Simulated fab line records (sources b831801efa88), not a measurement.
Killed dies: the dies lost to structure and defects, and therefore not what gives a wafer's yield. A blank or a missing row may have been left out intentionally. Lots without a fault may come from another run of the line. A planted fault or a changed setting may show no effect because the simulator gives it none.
fab line records	flow sfq_line
record: lots: 14	wafers: 40	last_day: 77
route steps=325 shown M6@262
lots that met no fault: from a run of the same line without faults
start_h: hours from the record's opening day to when the first of the lot's shown wafers began	wait_h: how many hours have passed since the lot's step before this one	" the same as in the row above	L1.1+2: a single row standing in for several wafers	- no value, or no start given	* or withheld: withheld	< > ~ a bound
route shown NAME@n: a module of which the file shows steps, and the number in the route of the first	usual: mean/standard deviation taken from wafers without a fault	same: alike in all rows	chamber/n: place in a boat	sites: each site's reading	_std_site: how widely they spread, as a standard deviation	_edge_site: mean of outer sites minus mean of inner sites	radius_mm: for every site, how far away it sits from the centre of the wafer	mask NAME#n: copy n	behind: the most recent tool/chamber to have shaped the wafer	hold: why the lot went on hold/how many hours it stayed there/how the hold came to an end	device: names the non-switching transistor (n, p or np)	end of line: the same wafers' tests at the end of the route	a step given without rows: its recipe and nothing more	killed: the dies lost at the first sort to structure and to defects; this is not the yield of the wafer	map: dies across one wafer; x = killed, . = not, _ = none there
set.NAME: the setting as run; set.NAME@STEP: as run at that earlier step	model.NAME: the simulator's own value behind a step, which no gauge read
steps of the route over a sample of lots; a table a step, a row a wafer
services: a tool's chamber out of use, with start hour (start_h, from the record's first day; less than 0 if before it), hours out, and reason
== steps ==
step: SFQ_TRILAYER_M6_BARC_OPEN_METAL_ETCH_206
recipe: mask_material: PR	chemistry: O2	target_depth_nm: 125	target: BARC	icp_w: 600	bias_w: 80	pressure_mtorr: 10	time_s: 41.7
usual: chamber_pressure_mTorr: 10.000/0.0085	drypump_motor_current_A: 5.5/0.41	oes_product_au: 0.685/0.0047	run_length_s: 70.0/0.33
lot.wafer	tool	chamber	start_h	wait_h	chamber_pressure_mTorr	drypump_motor_current_A	oes_product_au	rf_hours_counter_h	run_length_s
L104.2	rie_metal-01	0	1384.79	0.0	9.993	5.0	0.686	67	69.8
L104.3	"	1	"	"	10.006	5.8	0.684	-	69.8
L104.5	"	1	"	"	9.982	5.8	0.679	-	69.8
L105.2	rie_metal-01	1	1393.19	0.0	10.001	5.8	0.686	63	69.7
L105.4	"	0	"	"	10.003	5.0	0.692	-	69.9
L105.6	"	0	"	"	10.010	5.0	0.685	-	70.4
L106.1	rie_metal-04	1	1397.99	0.0	10.016	5.8	0.696	143	70.4
L106.3	"	0	"	"	9.994	6.0	0.684	-	69.8
L106.6	"	1	"	"	10.000	5.8	0.695	-	70.9
L107.1	rie_metal-04	0	1401.59	0.0	9.987	6.0	0.687	161	69.8
L107.2	"	1	"	"	9.998	5.8	0.684	144	70.3
L107.6	"	1	"	"	9.995	5.8	0.691	-	70.2
L108.1	rie_metal-01	0	1427.99	0.0	9.996	5.0	0.683	75	70.1
L108.3	"	0	"	"	10.001	5.0	0.689	-	70.1
L108.5	"	0	"	"	10.006	5.0	0.688	-	69.8
L109.1	rie_metal-04	1	1429.19	0.0	10.011	5.8	0.683	149	70.3
L109.2	"	0	"	"	10.006	6.0	0.684	166	69.8
L109.3	"	1	"	"	10.000	5.8	0.690	-	70.6
L110.2	rie_metal-03	1	1437.61	0.0	9.994	5.3	0.688	-	69.7
L110.3	"	1	"	"	9.995	5.3	0.682	-	70.1
L110.5	"	1	"	"	9.991	5.3	0.690	-	69.6
L111.1	rie_metal-01	0	1441.19	0.0	9.994	5.0	0.685	78	69.8
L111.2	"	1	"	"	9.998	5.8	0.679	69	69.8
L111.6	"	0	"	"	10.009	5.0	0.678	-	69.8
L112.3	rie_metal-04	1	1447.21	0.0	10.008	5.8	0.687	-	70.5
L112.4	"	0	"	"	9.999	6.0	0.685	-	69.6
L112.5	"	1	"	"	9.990	5.8	0.687	-	70.5
L113.1	rie_metal-03	1	1448.39	0.0	10.011	5.3	0.686	160	69.7
L113.3	"	1	"	"	10.002	5.3	0.685	-	69.6
L113.6	"	1	"	"	10.004	5.3	0.679	-	69.7
L114.3	rie_metal-01	1	1458.01	0.0	9.997	5.9	0.690	-	70.0
L114.5	"	0	"	"	10.004	5.0	0.686	-	70.0
L114.6	"	1	"	"	9.996	5.8	0.677	-	70.1
L120.2	rie_metal-01	1	1501.79	0.0	9.997	5.8	0.875	-	58.9
L120.3	"	1	"	"	9.998	5.8	0.682	-	69.7
L122.1	rie_metal-01	1	1509.72	0.0	10.008	5.8	0.874	83	58.3
L122.2	"	0	"	"	10.006	5.0	0.879	91	59.2
L127.2	rie_metal-03	0	1557.22	0.0	9.996	5.1	0.684	20	69.2
L127.5	"	1	"	"	9.992	5.3	0.672	-	69.9
L127.6	"	0	"	"	10.005	5.1	0.684	-	69.2
== services ==
tool	chamber	start_h	hours	kind
rie_metal-01	1	1419.81	13.0	repair
rie_metal-03	0	1436.12	-	clean
rie_metal-03	0	1436.12	-	consumable_replace:focus_ring
rie_metal-03	0	1436.12	14.6	scheduled_down
rie_metal-03	0	1436.12	14.6	vent_cycle
rie_metal-04	-	1476.18	2.8	pm
rie_metal-04	0	1481.61	-	clean
rie_metal-04	0	1481.61	-	consumable_replace:focus_ring
rie_metal-04	0	1481.61	25.0	scheduled_down
rie_metal-04	0	1481.61	25.0	vent_cycle
rie_metal-03	1	1484.33	-	clean
rie_metal-03	1	1484.33	-	consumable_replace:focus_ring
rie_metal-03	1	1484.33	20.6	scheduled_down
rie_metal-03	1	1484.33	20.6	vent_cycle
rie_metal-01	0	1498.51	3.3	repair
rie_metal-03	1	1507.66	5.6	repair
rie_metal-01	-	1513.11	5.3	repair
rie_metal-04	-	1551.32	14.6	pm
== key ==
first_sign: step: SFQ_TRILAYER_M6_BARC_OPEN_METAL_ETCH_206	reading: oes_product_au	direction: up	sigmas: 41	usual: 0.685	struck: 0.876
effect: step: SFQ_TRILAYER_M6_BARC_OPEN_METAL_ETCH_206	reading: run_length_s	direction: down	sigmas: 34	usual: *	struck: *
met_at SFQ_TRILAYER_M6_BARC_OPEN_METAL_ETCH_206
struck_lots L120,L122
struck_wafers L120.2,L122.1,L122.2
onset_between 1458.01 1501.79
fault: kind: process_parameter_drift	tool: rie_metal-01	chamber: -	onset_h: 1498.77	steps: SFQ_TRILAYER_M6_BARC_OPEN_METAL_ETCH_206	channel: time_s	offset: *	shape: step	end_h: 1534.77	scope: struck_wafers_only	acts_in: *	stated: *
